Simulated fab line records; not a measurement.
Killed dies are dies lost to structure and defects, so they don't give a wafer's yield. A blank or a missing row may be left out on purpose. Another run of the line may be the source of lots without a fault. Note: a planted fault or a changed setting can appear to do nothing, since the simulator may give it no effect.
fab line records	flow sky130
[record] lots = 14	wafers = 42	last_day = 50
route steps=708 shown DNWELL@44 VT_ADJUST_HVTP@92 VT_ADJUST_LVTN@104 PAD_OPEN@708
lots that met no fault: from a run of the same line without faults
start_h: start of the lot's first displayed wafer, in hours after the record's first day	wait_h: time in hours since the lot's previous step	" the same as in the row above	L1.1+2: several wafers, shown together as one row	- no value present, or no start provided	* or withheld: withheld	< > ~ a bound
route shown NAME@n: a module of which the file shows steps, and the number in the route of the first	usual: mean/standard deviation taken from wafers without a fault	same: alike in all rows	chamber/n: place in a boat	sites: each site's reading	_std_site: the values' standard deviation	_edge_site: inner sites' mean taken away from outer sites' mean	radius_mm: how far each site lies from the wafer's centre	mask NAME#n: copy n	behind: the last tool/chamber to shape the wafer	hold: why the lot went on hold/how many hours it stayed there/how the hold came to an end	device: the n, p or np transistor that did not switch	end of line: the tests these same wafers got at the end of their route	for a step that has no rows: nothing shown but its recipe	killed: dies lost to structure and defects at the first sort, not the wafer's yield	map: a wafer's dies, marking killed ones x, the rest . and places with no die _
set.NAME: the setting the step ran with; set.NAME@STEP: the setting that earlier step ran with	model.NAME: the simulator's own value behind a step, which no gauge read
route steps across a sampled set of lots; one table per step, one row per wafer
services: when a tool's chamber went out of use (start_h, in hours from the record's first day, below 0 if earlier), for how many hours, and the reason
[[steps]]
[step SKY_DNWELL_TW_MEAS_09]
[usual] DNWELL_TW = 1114/12
lot.wafer	tool	chamber	start_h	wait_h	DNWELL_TW
L573.1	film_metro-03	-	54.64	0.1	1100
L573.3	"	-	"	"	1098
L573.5	"	-	"	"	1108
L575.1	film_metro-01	-	66.09	0.1	1116
L575.2	"	-	"	"	1111
L575.5	"	-	"	"	1114
L576.2	film_metro-04	-	68.25	0.1	1131
L576.3	"	-	"	"	1139
L576.5	"	-	"	"	1136
L580.1	film_metro-01	-	90.95	0.1	1111
L580.3	"	-	"	"	1113
L580.5	"	-	"	"	1103
L581.4	film_metro-04	-	95.97	0.1	1132
L581.5	"	-	"	"	1133
L581.6	"	-	"	"	1121
L584.1	film_metro-03	-	111.54	0.1	1102
L584.3	"	-	"	"	1101
L584.5	"	-	"	"	1098
L585.2	film_metro-04	-	118.15	0.1	1121
L585.4	"	-	"	"	1124
L585.5	"	-	"	"	1124
L588.3	film_metro-03	-	139.22	0.1	1109
L588.4	"	-	"	"	1118
L588.5	"	-	"	"	1105
L590.1	film_metro-04	-	145.29	0.1	1125
L590.4	"	-	"	"	1122
L590.5	"	-	"	"	1128
L591.3	film_metro-03	-	149.46	0.1	1092
L591.4	"	-	"	"	1098
L591.5	"	-	"	"	1101
L592.3	film_metro-03	-	158.96	0.1	1103
L592.4	"	-	"	"	1101
L592.6	"	-	"	"	1103
L593.1	film_metro-01	-	160.79	0.1	1110
L593.3	"	-	"	"	1104
L593.5	"	-	"	"	1106
L594.1	film_metro-03	-	172.30	0.1	1116
L594.4	"	-	"	"	1104
L594.6	"	-	"	"	1105
L595.1	film_metro-04	-	181.45	0.1	1116
L595.5	"	-	"	"	1114
L595.6	"	-	"	"	1117
[step SKY_VT_ADJUST_HVTP_CD_MEAS_07]
[recipe] target_cd_nm = 380
[usual] cd_nm = 380.1/2.3
lot.wafer	tool	chamber	start_h	wait_h	cd_nm
L573.1	cd_sem-02	-	124.69	0.1	379.9
L573.3	"	-	"	"	378.0
L573.5	"	-	"	"	379.8
L575.1	cd_sem-02	-	140.54	0.1	379.5
L575.2	"	-	"	"	380.2
L575.5	"	-	"	"	380.0
L576.2	cd_sem-02	-	142.01	0.1	382.5
L576.3	"	-	"	"	381.5
L576.5	"	-	"	"	383.4
L580.1	cd_sem-02	-	166.19	0.1	380.5
L580.3	"	-	"	"	381.0
L580.5	"	-	"	"	380.6
L581.4	cd_sem-02	-	173.95	0.2	380.4
L581.5	"	-	"	"	380.2
L581.6	"	-	"	"	379.0
L584.1	cd_sem-01	-	192.44	0.1	384.1
L584.3	"	-	"	"	384.3
L584.5	"	-	"	"	385.5
L585.2	cd_sem-01	-	199.66	0.1	379.0
L585.4	"	-	"	"	380.6
L585.5	"	-	"	"	381.5
L588.3	cd_sem-01	-	223.32	0.1	379.4
L588.4	"	-	"	"	379.5
L588.5	"	-	"	"	380.4
L590.1	cd_sem-02	-	230.89	0.1	378.8
L590.4	"	-	"	"	380.9
L590.5	"	-	"	"	383.5
L591.3	cd_sem-02	-	237.72	0.1	377.5
L591.4	"	-	"	"	378.7
L591.5	"	-	"	"	378.0
L592.3	cd_sem-02	-	244.72	0.1	380.3
L592.4	"	-	"	"	382.0
L592.6	"	-	"	"	377.7
L593.1	cd_sem-01	-	248.53	0.1	378.4
L593.3	"	-	"	"	377.4
L593.5	"	-	"	"	377.3
L594.1	cd_sem-01	-	264.69	0.3	378.4
L594.4	"	-	"	"	379.1
L594.6	"	-	"	"	380.9
L595.1	cd_sem-02	-	275.24	0.1	381.2
L595.5	"	-	"	"	379.3
L595.6	"	-	"	"	379.6
[step SKY_VT_ADJUST_HVTP_IMPLANT_09]
[recipe] species = As	energy_kev = 150	dose_cm2 = 4.3e+12	tilt_deg = withheld
[usual] dose_ions_cm2 = 4.301e+12/4.5e+09	faraday_current_uA = 24.2/0.47
lot.wafer	tool	chamber	start_h	wait_h	dose_ions_cm2	faraday_current_uA
L573.1	implanter-03	0	124.85	0.0	4.3e+12	24.2
L573.3	"	0	"	"	4.3e+12	24.0
L573.5	"	0	"	"	4.306e+12	24.0
L575.1	implanter-03	0	140.70	0.0	4.305e+12	25.1
L575.2	"	0	"	"	4.3e+12	24.2
L575.5	"	0	"	"	4.297e+12	24.2
L576.2	implanter-02	0	142.17	0.0	4.306e+12	24.4
L576.3	"	0	"	"	4.301e+12	24.4
L576.5	"	0	"	"	4.3e+12	23.4
L580.1	implanter-03	0	166.35	0.0	3.893e+12	22.5
L580.3	"	0	"	"	3.888e+12	21.9
L580.5	"	0	"	"	3.894e+12	22.0
L581.4	implanter-04	0	174.12	0.1	4.303e+12	24.5
L581.5	"	0	"	"	4.301e+12	23.9
L581.6	"	0	"	"	4.3e+12	24.9
L584.1	implanter-03	0	192.60	0.0	3.895e+12	21.4
L584.3	"	0	"	"	3.89e+12	21.8
L584.5	"	0	"	"	3.891e+12	22.4
L585.2	implanter-03	0	199.82	0.0	3.892e+12	22.0
L585.4	"	0	"	"	3.894e+12	21.6
L585.5	"	0	"	"	3.881e+12	21.3
L588.3	implanter-02	0	223.49	0.1	4.304e+12	24.7
L588.4	"	0	"	"	4.297e+12	24.5
L588.5	"	0	"	"	4.302e+12	24.4
L590.1	implanter-02	0	231.05	0.0	4.308e+12	24.3
L590.4	"	0	"	"	4.298e+12	25.0
L590.5	"	0	"	"	4.299e+12	23.3
L591.3	implanter-02	0	237.89	0.1	4.297e+12	25.0
L591.4	"	0	"	"	4.304e+12	24.6
L591.5	"	0	"	"	4.294e+12	24.0
L592.3	implanter-02	0	244.89	0.1	4.298e+12	24.5
L592.4	"	0	"	"	4.294e+12	24.1
L592.6	"	0	"	"	4.296e+12	24.2
L593.1	implanter-02	0	248.69	0.0	4.301e+12	23.8
L593.3	"	0	"	"	4.301e+12	24.3
L593.5	"	0	"	"	4.301e+12	24.1
L594.1	implanter-02	0	265.22	0.4	4.304e+12	23.7
L594.4	"	0	"	"	4.305e+12	24.2
L594.6	"	0	"	"	4.301e+12	24.7
L595.1	implanter-04	0	275.40	0.0	4.295e+12	25.6
L595.5	"	0	"	"	4.302e+12	25.0
L595.6	"	0	"	"	4.305e+12	24.5
[step SKY_VT_ADJUST_HVTP_TW_MEAS_11]
[usual] VT_ADJUST_HVTP_TW = 1342/7.3
lot.wafer	tool	chamber	start_h	wait_h	VT_ADJUST_HVTP_TW
L573.1	film_metro-03	-	125.10	0.1	1347
L573.3	"	-	"	"	1340
L573.5	"	-	"	"	1356
L575.1	film_metro-01	-	140.95	0.1	1357
L575.2	"	-	"	"	1357
L575.5	"	-	"	"	1357
L576.2	film_metro-03	-	142.41	0.1	1348
L576.3	"	-	"	"	1352
L576.5	"	-	"	"	1355
L580.1	film_metro-03	-	166.60	0.1	1303
L580.3	"	-	"	"	1294
L580.5	"	-	"	"	1305
L581.4	film_metro-02	-	174.33	0.1	1339
L581.5	"	-	"	"	1345
L581.6	"	-	"	"	1352
L584.1	film_metro-02	-	192.85	0.1	1290
L584.3	"	-	"	"	1293
L584.5	"	-	"	"	1295
L585.2	film_metro-02	-	200.06	0.1	1293
L585.4	"	-	"	"	1289
L585.5	"	-	"	"	1297
L588.3	film_metro-03	-	223.71	0.1	1342
L588.4	"	-	"	"	1341
L588.5	"	-	"	"	1345
L590.1	film_metro-03	-	231.30	0.1	1346
L590.4	"	-	"	"	1342
L590.5	"	-	"	"	1342
L591.3	film_metro-03	-	238.11	0.1	1339
L591.4	"	-	"	"	1340
L591.5	"	-	"	"	1345
L592.3	film_metro-02	-	245.11	0.1	1339
L592.4	"	-	"	"	1347
L592.6	"	-	"	"	1343
L593.1	film_metro-02	-	248.94	0.1	1350
L593.3	"	-	"	"	1352
L593.5	"	-	"	"	1343
L594.1	film_metro-01	-	265.47	0.1	1346
L594.4	"	-	"	"	1349
L594.6	"	-	"	"	1350
L595.1	film_metro-01	-	275.65	0.1	1341
L595.5	"	-	"	"	1348
L595.6	"	-	"	"	1341
[step SKY_VT_ADJUST_LVTN_OVL_MEAS_07]
[usual] VT_ADJUST_LVTN_OVL = -1.0/1.4
lot.wafer	tool	chamber	start_h	wait_h	VT_ADJUST_LVTN_OVL[nm]
L573.1	overlay-01	-	144.70	-	0.6
L573.3	"	-	"	"	-1.7
L573.5	"	-	"	"	-0.1
L575.1	overlay-01	-	160.45	-	0.8
L575.2	"	-	"	"	0.1
L575.5	"	-	"	"	-2.4
L576.2	overlay-02	-	161.85	-	-2.7
L576.3	"	-	"	"	-2.4
L576.5	"	-	"	"	-1.1
L580.1	overlay-02	-	187.20	-	-2.6
L580.3	"	-	"	"	-0.3
L580.5	"	-	"	"	-3.8
L581.4	overlay-02	-	195.31	-	1.3
L581.5	"	-	"	"	0.7
L581.6	"	-	"	"	-0.8
L584.1	overlay-02	-	215.79	-	-2.2
L584.3	"	-	"	"	-0.3
L584.5	"	-	"	"	-2.0
L585.2	overlay-01	-	222.05	-	-1.7
L585.4	"	-	"	"	-1.0
L585.5	"	-	"	"	-1.2
L588.3	overlay-01	-	246.25	-	0.3
L588.4	"	-	"	"	0.6
L588.5	"	-	"	"	-0.3
L590.1	overlay-02	-	254.34	-	-0.5
L590.4	"	-	"	"	0.0
L590.5	"	-	"	"	-0.8
L591.3	overlay-01	-	261.55	-	-0.3
L591.4	"	-	"	"	1.6
L591.5	"	-	"	"	0.7
L592.3	overlay-02	-	268.57	-	-2.7
L592.4	"	-	"	"	-0.3
L592.6	"	-	"	"	-1.7
L593.1	overlay-01	-	273.20	-	-0.3
L593.3	"	-	"	"	1.2
L593.5	"	-	"	"	0.5
L594.1	overlay-01	-	290.00	-	-1.1
L594.4	"	-	"	"	-1.4
L594.6	"	-	"	"	-1.6
L595.1	overlay-01	-	300.39	-	1.3
L595.5	"	-	"	"	0.2
L595.6	"	-	"	"	-1.2
[step SKY_PAD_OPEN_PROBE_99]
[usual] killed_at_M0_to_M3 = 43/6.8	killed_at_M4_up = 3.3/2.1	killed_at_contacts = 24/5	killed_at_front_end = 15/4.4	killed_at_other = 0.3/0.57	killed_dies = 86/9.7	killed_open = 47/7.3	killed_short = 39/6.1
[same] gross_dies = 492	killed_at_back_side = 0
lot.wafer	tool	chamber	start_h	wait_h	killed_at_M0_to_M3	killed_at_M4_up	killed_at_contacts	killed_at_front_end	killed_at_other	killed_dies	killed_open	killed_short
L573.1	prober-02	-	1078.52	0.1	47	5	23	21	0	96	59	36
L573.3	prober-02	-	1078.62	0.2	44	2	26	13	0	85	45	39
L573.5	prober-02	-	1078.72	0.2	40	5	25	15	0	85	47	37
L576.2	prober-01	-	1103.26	0.1	44	3	22	18	1	88	54	32
L580.1	prober-01	-	1128.77	0.1	33	2	20	19	1	75	33	41
L580.3	prober-01	-	1128.87	0.2	47	4	19	17	0	87	36	50
L580.5	prober-01	-	1128.97	0.2	38	3	23	11	0	75	40	34
L581.4	prober-02	-	1130.16	0.2	62	3	24	9	0	98	65	33
L581.5	prober-02	-	1130.21	0.2	44	0	21	14	0	79	41	34
L581.6	prober-02	-	1130.26	0.2	48	0	26	11	0	85	47	38
L584.1	prober-01	-	1143.38	0.1	44	6	25	12	0	87	52	34
L584.3	prober-01	-	1143.48	0.2	42	2	24	16	0	84	43	41
L584.5	prober-01	-	1143.58	0.2	41	3	22	14	0	80	51	29
L585.2	prober-02	-	1151.00	0.1	33	1	18	12	0	64	35	29
L585.4	prober-02	-	1151.10	0.2	56	5	27	18	0	106	58	48
L585.5	prober-02	-	1151.15	0.2	42	1	22	18	2	85	46	39
L588.3	prober-01	-	1169.28	0.2	49	5	23	20	1	98	51	46
L588.4	prober-01	-	1169.33	0.2	55	2	23	18	2	100	52	47
L588.5	prober-01	-	1169.38	0.2	41	1	28	15	0	85	56	29
L592.3	prober-02	-	1185.34	0.2	44	1	20	19	0	84	49	35
L592.4	prober-02	-	1185.39	0.2	30	5	19	13	0	67	37	30
L592.6	prober-02	-	1185.49	0.2	43	8	19	22	0	92	49	43
L595.1	prober-02	-	1204.03	0.1	41	6	27	19	0	93	58	35
L595.5	prober-02	-	1204.23	0.2	46	0	18	14	0	78	44	34
L595.6	prober-02	-	1204.28	0.2	58	5	20	16	0	99	49	50
// killed by level:class
L573.1 VIA2:geometric_particle:open=10 VIA3:geometric_particle:open=10 LI_CONTACT:geometric_particle:open=8 VIA1:geometric_particle:open=8 FIELD_ISO:geometric_particle:open=7 CONTACT:geometric_particle:open=6 POLY_GATE:geometric_particle:open=5 CONTACT:geometric_particle:short=5
L573.3 VIA1:geometric_particle:open=11 VIA3:geometric_particle:open=9 LI_CONTACT:geometric_particle:open=8 METAL2:geometric_particle:short=7 LOCAL_INTERCONNECT:geometric_particle:short=6 CONTACT:geometric_particle:open=6 VIA1:geometric_particle:short=4 VIA2:geometric_particle:open=4
L573.5 VIA1:geometric_particle:open=11 LI_CONTACT:geometric_particle:open=9 CONTACT:geometric_particle:open=7 VIA1:geometric_particle:short=7 CONTACT:geometric_particle:short=5 VIA2:geometric_particle:open=5 POLY_GATE:geometric_particle:open=4 METAL1:geometric_particle:short=4
L576.2 VIA1:geometric_particle:open=10 VIA2:geometric_particle:open=7 VIA3:geometric_particle:open=7 FIELD_ISO:geometric_particle:short=6 LI_CONTACT:geometric_particle:open=6 CONTACT:geometric_particle:open=6 FIELD_ISO:geometric_particle:open=5 LOCAL_INTERCONNECT:geometric_particle:short=5
L580.1 CONTACT:geometric_particle:open=10 VIA1:geometric_particle:open=7 FIELD_ISO:geometric_particle:short=6 CONTACT:geometric_particle:short=5 METAL1:geometric_particle:short=5 METAL2:geometric_particle:short=4 VIA2:geometric_particle:short=4 VIA3:geometric_particle:short=4
L580.3 METAL2:geometric_particle:short=12 VIA3:geometric_particle:open=8 VIA1:geometric_particle:open=7 LOCAL_INTERCONNECT:geometric_particle:short=6 CONTACT:geometric_particle:open=5 VIA1:geometric_particle:short=5 FIELD_ISO:geometric_particle:short=4 POLY_GATE:geometric_particle:short=4
L580.5 CONTACT:geometric_particle:open=9 VIA1:geometric_particle:open=9 VIA1:geometric_particle:short=6 VIA2:geometric_particle:open=5 VIA3:geometric_particle:open=5 LOCAL_INTERCONNECT:geometric_particle:short=4 FIELD_ISO:geometric_particle:short=3 POLY_GATE:geometric_particle:short=3
L581.4 VIA2:geometric_particle:open=15 VIA1:geometric_particle:open=11 LI_CONTACT:geometric_particle:open=8 VIA3:geometric_particle:open=8 CONTACT:geometric_particle:open=7 METAL1:geometric_particle:short=7 CONTACT:geometric_particle:short=5 METAL2:geometric_particle:short=5
L581.5 VIA1:geometric_particle:open=12 VIA2:geometric_particle:open=12 CONTACT:geometric_particle:open=7 LOCAL_INTERCONNECT:geometric_particle:short=5 CONTACT:geometric_particle:short=5 VIA2:geometric_particle:short=5 METAL1:geometric_particle:short=4 POLY_GATE:area_etch=4
L581.6 METAL1:geometric_particle:short=11 VIA2:geometric_particle:open=11 CONTACT:geometric_particle:open=8 VIA1:geometric_particle:open=8 LOCAL_INTERCONNECT:geometric_particle:short=7 FIELD_ISO:geometric_particle:open=6 LI_CONTACT:geometric_particle:open=5 METAL2:geometric_particle:short=5
L584.1 VIA1:geometric_particle:open=18 LI_CONTACT:geometric_particle:open=10 CONTACT:geometric_particle:short=7 VIA2:geometric_particle:open=6 CONTACT:geometric_particle:open=5 VIA1:geometric_particle:short=5 POLY_GATE:geometric_particle:open=4 METAL2:geometric_particle:short=4
L584.3 CONTACT:geometric_particle:open=10 LI_CONTACT:geometric_particle:open=7 VIA3:geometric_particle:short=7 METAL2:geometric_particle:short=5 CONTACT:geometric_particle:short=5 VIA1:geometric_particle:open=5 POLY_GATE:geometric_particle:open=4 VIA3:geometric_particle:open=4
L584.5 LI_CONTACT:geometric_particle:open=9 CONTACT:geometric_particle:open=8 VIA3:geometric_particle:open=7 METAL1:geometric_particle:short=6 VIA1:geometric_particle:open=5 VIA2:geometric_particle:open=5 POLY_GATE:geometric_particle:short=4 CONTACT:geometric_particle:short=3
L585.2 VIA1:geometric_particle:open=8 LI_CONTACT:geometric_particle:open=7 CONTACT:geometric_particle:short=7 VIA3:geometric_particle:short=5 VIA3:geometric_particle:open=4 POLY_GATE:geometric_particle:open=3 POLY_GATE:geometric_particle:short=3 VIA2:geometric_particle:open=3
L585.4 CONTACT:geometric_particle:open=12 METAL2:geometric_particle:short=12 VIA1:geometric_particle:open=10 LI_CONTACT:geometric_particle:open=8 VIA2:geometric_particle:open=7 METAL3:geometric_particle:short=7 POLY_GATE:geometric_particle:open=6 VIA1:geometric_particle:short=6
L585.5 VIA1:geometric_particle:open=10 CONTACT:geometric_particle:open=8 POLY_GATE:geometric_particle:short=7 VIA2:geometric_particle:open=7 FIELD_ISO:geometric_particle:open=6 LI_CONTACT:geometric_particle:open=5 VIA1:geometric_particle:short=5 VIA2:geometric_particle:short=5
L588.3 VIA1:geometric_particle:open=15 CONTACT:geometric_particle:open=7 FIELD_ISO:geometric_particle:open=6 LI_CONTACT:geometric_particle:open=6 METAL1:geometric_particle:short=6 METAL2:geometric_particle:short=5 VIA2:geometric_particle:short=5 FIELD_ISO:geometric_particle:short=4
L588.4 VIA1:geometric_particle:open=13 LI_CONTACT:geometric_particle:open=9 METAL2:geometric_particle:short=9 METAL1:geometric_particle:short=8 POLY_GATE:geometric_particle:open=7 VIA3:geometric_particle:open=7 CONTACT:geometric_particle:open=6 METAL3:geometric_particle:short=6
L588.5 CONTACT:geometric_particle:open=14 VIA3:geometric_particle:open=13 LI_CONTACT:geometric_particle:open=9 FIELD_ISO:geometric_particle:short=4 POLY_CUT:geometric_particle:open=4 METAL1:geometric_particle:short=4 VIA1:geometric_particle:open=4 VIA2:geometric_particle:short=4
L592.3 VIA1:geometric_particle:open=15 CONTACT:geometric_particle:open=8 POLY_GATE:geometric_particle:open=7 FIELD_ISO:geometric_particle:short=5 METAL2:geometric_particle:short=5 LOCAL_INTERCONNECT:geometric_particle:short=4 CONTACT:geometric_particle:short=4 VIA1:geometric_particle:short=4
L592.4 VIA1:geometric_particle:open=8 LI_CONTACT:geometric_particle:open=5 CONTACT:geometric_particle:open=5 METAL1:geometric_particle:short=5 POLY_GATE:geometric_particle:open=4 LOCAL_INTERCONNECT:geometric_particle:short=4 VIA3:geometric_particle:open=4 FIELD_ISO:geometric_particle:open=3
L592.6 FIELD_ISO:geometric_particle:short=8 VIA1:geometric_particle:open=8 VIA3:geometric_particle:open=8 METAL4:geometric_particle:short=7 LI_CONTACT:geometric_particle:open=6 CONTACT:geometric_particle:open=6 VIA2:geometric_particle:open=6 METAL2:geometric_particle:short=5
L595.1 CONTACT:geometric_particle:open=10 VIA2:geometric_particle:open=10 VIA1:geometric_particle:open=10 LI_CONTACT:geometric_particle:open=8 VIA3:geometric_particle:open=6 METAL4:geometric_particle:short=6 FIELD_ISO:geometric_particle:open=4 POLY_GATE:geometric_particle:open=4
L595.5 VIA3:geometric_particle:open=10 VIA2:geometric_particle:open=9 VIA1:geometric_particle:open=9 LI_CONTACT:geometric_particle:open=6 LOCAL_INTERCONNECT:geometric_particle:short=5 VIA1:geometric_particle:short=5 POLY_GATE:geometric_particle:open=4 METAL1:geometric_particle:short=4
L595.6 VIA1:geometric_particle:open=11 CONTACT:geometric_particle:open=9 METAL1:geometric_particle:short=9 VIA3:geometric_particle:open=9 VIA2:geometric_particle:open=7 VIA1:geometric_particle:short=6 METAL3:geometric_particle:short=5 FIELD_ISO:geometric_particle:open=4
[[services]]
tool	chamber	start_h	hours	kind
implanter-03	-	103.59	5.0	pm
implanter-04	-	149.99	5.5	repair
implanter-04	-	161.93	5.4	pm
implanter-02	-	215.14	4.4	repair
implanter-04	-	262.56	2.2	repair
[[key]]
[first_sign] step = SKY_VT_ADJUST_HVTP_IMPLANT_09	reading = dose_ions_cm2	direction = down	sigmas = 92	usual = *	struck = *
[effect] step = SKY_VT_ADJUST_HVTP_IMPLANT_09	reading = faraday_current_uA	direction = down	sigmas = 5	usual = 24.2	struck = 21.9
[effect] step = SKY_VT_ADJUST_HVTP_TW_MEAS_11	reading = VT_ADJUST_HVTP_TW	direction = down	sigmas = 6.5	usual = 1342	struck = 1295
met_at SKY_VT_ADJUST_HVTP_IMPLANT_09
struck_lots L580,L584,L585
tester_left_out L580,L584,L585
not_acting_at SKY_DNWELL_TW_MEAS_09,SKY_VT_ADJUST_HVTP_CD_MEAS_07,SKY_VT_ADJUST_LVTN_OVL_MEAS_07
onset_between 140.70 166.35
[fault] kind = process_parameter_drift	tool = implanter-03	chamber = -	onset_h = 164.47	steps = SKY_VT_ADJUST_HVTP_IMPLANT_09	channel = dose_cm2	offset = *	shape = step	end_h = 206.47	acts_in = *	stated = *
// tester_left_out: of these lots the tester's yield and bins aren't shown, on N5 and GAA mostly nor the transistor test; their killed dies are dies lost to structure and defects alone, not to doping, threshold or leakage, so they don't give the yield
